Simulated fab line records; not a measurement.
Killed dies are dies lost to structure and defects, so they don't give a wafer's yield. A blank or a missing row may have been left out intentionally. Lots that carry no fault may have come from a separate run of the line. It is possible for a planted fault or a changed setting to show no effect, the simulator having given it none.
Split-lot experiment :: flow sky130 :: on a route of 708 steps: 5 lots, 23 wafers read

## ABOUT THE SPLIT
At SKY_VIA1_ETCH_14 (etches BARC in N2/H2, stops on SiO2, time 45.9 s, target depth 60 nm), the setting time s was moved away from the recipe's 45.9 s on 10 of the 23 wafers read, by -14.1% to +9.6%. The other wafers ran this setting at the recipe's value.

Reading taken at the split's own step.

## THE READING
oes product au, in a.u., at SKY_VIA1_ETCH_14 (etches BARC in N2/H2, stops on SiO2, time 45.9 s, target depth 60 nm). A value of 0.855 a.u. with a standard deviation of 0.0036 a.u. is what fault-free wafers of this fab line usually give.

wafer: L075.1
tool, chamber at the split: rie diel-04, 2
time s as run, s: 45.9
against the recipe: recipe
oes product au, a.u.: 0.860
against lot-mates on the recipe: -

wafer: L075.2
tool, chamber at the split: rie diel-04, 3
time s as run, s: 40.56
against the recipe: -11.6%
oes product au, a.u.: 0.924
against lot-mates on the recipe: +0.066

wafer: L075.4
tool, chamber at the split: rie diel-04, 2
time s as run, s: 45.9
against the recipe: recipe
oes product au, a.u.: 0.857
against lot-mates on the recipe: -

wafer: L075.5
tool, chamber at the split: rie diel-04, 3
time s as run, s: 40.56
against the recipe: -11.6%
oes product au, a.u.: 0.924
against lot-mates on the recipe: +0.066

wafer: L075.6
tool, chamber at the split: rie diel-04, 1
time s as run, s: 40.56
against the recipe: -11.6%
oes product au, a.u.: 0.916
against lot-mates on the recipe: +0.057

wafer: L076.2
tool, chamber at the split: rie diel-02, 0
time s as run, s: 45.9
against the recipe: recipe
oes product au, a.u.: 0.856
against lot-mates on the recipe: -

wafer: L076.5
tool, chamber at the split: rie diel-02, 2
time s as run, s: 45.9
against the recipe: recipe
oes product au, a.u.: 0.852
against lot-mates on the recipe: -

wafer: L076.6
tool, chamber at the split: rie diel-02, 3
time s as run, s: 45.9
against the recipe: recipe
oes product au, a.u.: 0.854
against lot-mates on the recipe: -

wafer: L081.1
tool, chamber at the split: rie diel-04, 1
time s as run, s: 45.9
against the recipe: recipe
oes product au, a.u.: 0.850
against lot-mates on the recipe: -

wafer: L081.2
tool, chamber at the split: rie diel-04, 0
time s as run, s: 45.9
against the recipe: recipe
oes product au, a.u.: 0.872
against lot-mates on the recipe: -

wafer: L081.3
tool, chamber at the split: rie diel-04, 3
time s as run, s: 50.29
against the recipe: +9.6%
oes product au, a.u.: 0.840
against lot-mates on the recipe: -0.021

wafer: L081.4
tool, chamber at the split: rie diel-04, 2
time s as run, s: 50.29
against the recipe: +9.6%
oes product au, a.u.: 0.846
against lot-mates on the recipe: -0.015

wafer: L081.5
tool, chamber at the split: rie diel-04, 0
time s as run, s: 50.29
against the recipe: +9.6%
oes product au, a.u.: 0.843
against lot-mates on the recipe: -0.018

wafer: L083.1
tool, chamber at the split: rie diel-02, 0
time s as run, s: 39.41
against the recipe: -14.1%
oes product au, a.u.: 0.936
against lot-mates on the recipe: +0.069

wafer: L083.2
tool, chamber at the split: rie diel-02, 3
time s as run, s: 45.9
against the recipe: recipe
oes product au, a.u.: 0.878
against lot-mates on the recipe: -

wafer: L083.3
tool, chamber at the split: rie diel-02, 2
time s as run, s: 45.9
against the recipe: recipe
oes product au, a.u.: 0.871
against lot-mates on the recipe: -

wafer: L083.4
tool, chamber at the split: rie diel-02, 1
time s as run, s: 39.41
against the recipe: -14.1%
oes product au, a.u.: 0.928
against lot-mates on the recipe: +0.061

wafer: L083.6
tool, chamber at the split: rie diel-02, 1
time s as run, s: 45.9
against the recipe: recipe
oes product au, a.u.: 0.852
against lot-mates on the recipe: -

wafer: L085.1
tool, chamber at the split: rie diel-03, 3
time s as run, s: 45.9
against the recipe: recipe
oes product au, a.u.: 0.854
against lot-mates on the recipe: -

wafer: L085.3
tool, chamber at the split: rie diel-03, 0
time s as run, s: 45.9
against the recipe: recipe
oes product au, a.u.: 0.857
against lot-mates on the recipe: -

wafer: L085.4
tool, chamber at the split: rie diel-03, 1
time s as run, s: 40.57
against the recipe: -11.6%
oes product au, a.u.: 0.896
against lot-mates on the recipe: +0.050

wafer: L085.5
tool, chamber at the split: rie diel-03, 1
time s as run, s: 40.57
against the recipe: -11.6%
oes product au, a.u.: 0.884
against lot-mates on the recipe: +0.038

wafer: L085.6
tool, chamber at the split: rie diel-03, 2
time s as run, s: 45.9
against the recipe: recipe
oes product au, a.u.: 0.826
against lot-mates on the recipe: -

FIT RESULTS
A straight line over all 23 wafers: oes product au changes by -0.00383 a.u. for each +1% of time s; r = -0.88; the points scatter about the line by 0.016 a.u.
The same after taking each lot's own level away (the mean of its wafers on the recipe; 23 wafers): -0.00389 a.u. for each +1%; r = -0.93; scatter 0.012 a.u.
On that fit, the largest move of time s shifts the reading by 0.055 a.u.
The lots' own levels span 0.8457 to 0.8670 a.u., that is 5.9 times the standard deviation above.
So the lot-to-lot level changes the slope little: the two slopes agree.
Check: for one of the wafers moved furthest among these (-14.1%), held out of the fit, the line's prediction against its lot-mates is +0.0591 a.u. It came out at +0.069 a.u. against them.
Tool readings at the split's step, against how far the setting was moved: oes product au r = -0.88.

## OTHER SPLITS APPLIED TO THESE WAFERS
Other splits were also applied to these wafers ahead of the reading. Each is held against what the fit with the lots' levels taken away leaves over:
other split on the same wafers: SKY_POLY_CUT_COAT_02 resist thk nm
wafers away from the commonest value: 7
r with oes product au (lot level and that fit taken away): +0.15

other split on the same wafers: SKY_POLY_CUT_ETCH_10 bias w
wafers away from the commonest value: 11
r with oes product au (lot level and that fit taken away): -0.27

other split on the same wafers: SKY_SD_P_DEVELOP_06 dev temp c
wafers away from the commonest value: 10
r with oes product au (lot level and that fit taken away): +0.32

other split on the same wafers: SKY_SD_N_DEVELOP_06 dev temp c
wafers away from the commonest value: 9
r with oes product au (lot level and that fit taken away): +0.11

other split on the same wafers: SKY_SD_N_IMPLANT_10 energy kev
wafers away from the commonest value: 10
r with oes product au (lot level and that fit taken away): +0.13

other split on the same wafers: SKY_LI_CONTACT_HDPCVD_00 time s
wafers away from the commonest value: 8
r with oes product au (lot level and that fit taken away): -0.11

other split on the same wafers: SKY_LI_CONTACT_EXPOSE_09 dose mj
wafers away from the commonest value: 10
r with oes product au (lot level and that fit taken away): -0.29

other split on the same wafers: SKY_LI_CONTACT_CVD_21 temp c
wafers away from the commonest value: 7
r with oes product au (lot level and that fit taken away): +0.02

## THE WHOLE CHAIN: every reading that the file lists as answering this split, in the file's order
step: SKY_VIA1_ETCH_14
what it does: etches BARC in N2/H2, stops on SiO2, time 45.9 s, target depth 60 nm
reading: oes product au
change (the file's fit): -0.00416 a.u. for each +1% of the setting
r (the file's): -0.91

step: SKY_VIA1_ETCH_14
what it does: etches BARC in N2/H2, stops on SiO2, time 45.9 s, target depth 60 nm
reading: KrF-thick_of_VIA1_COAT_07.thk nm (the simulator's own value, which no gauge read)
change (the file's fit): -0.431 nm for each +1% of the setting
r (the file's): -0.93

step: SKY_VIA1_ETCH_15
what it does: etches SiO2 in C4F8/O2/Ar, stops on TiN, target depth 351 nm, time 54 s
reading: KrF-thick_of_VIA1_COAT_07.thk nm (the simulator's own value, which no gauge read)
change (the file's fit): -0.42 nm for each +1% of the setting
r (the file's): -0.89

## THE FILE'S OWN FIT
oes product au changes by -0.00416 a.u. for each +1% of time s, r = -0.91.
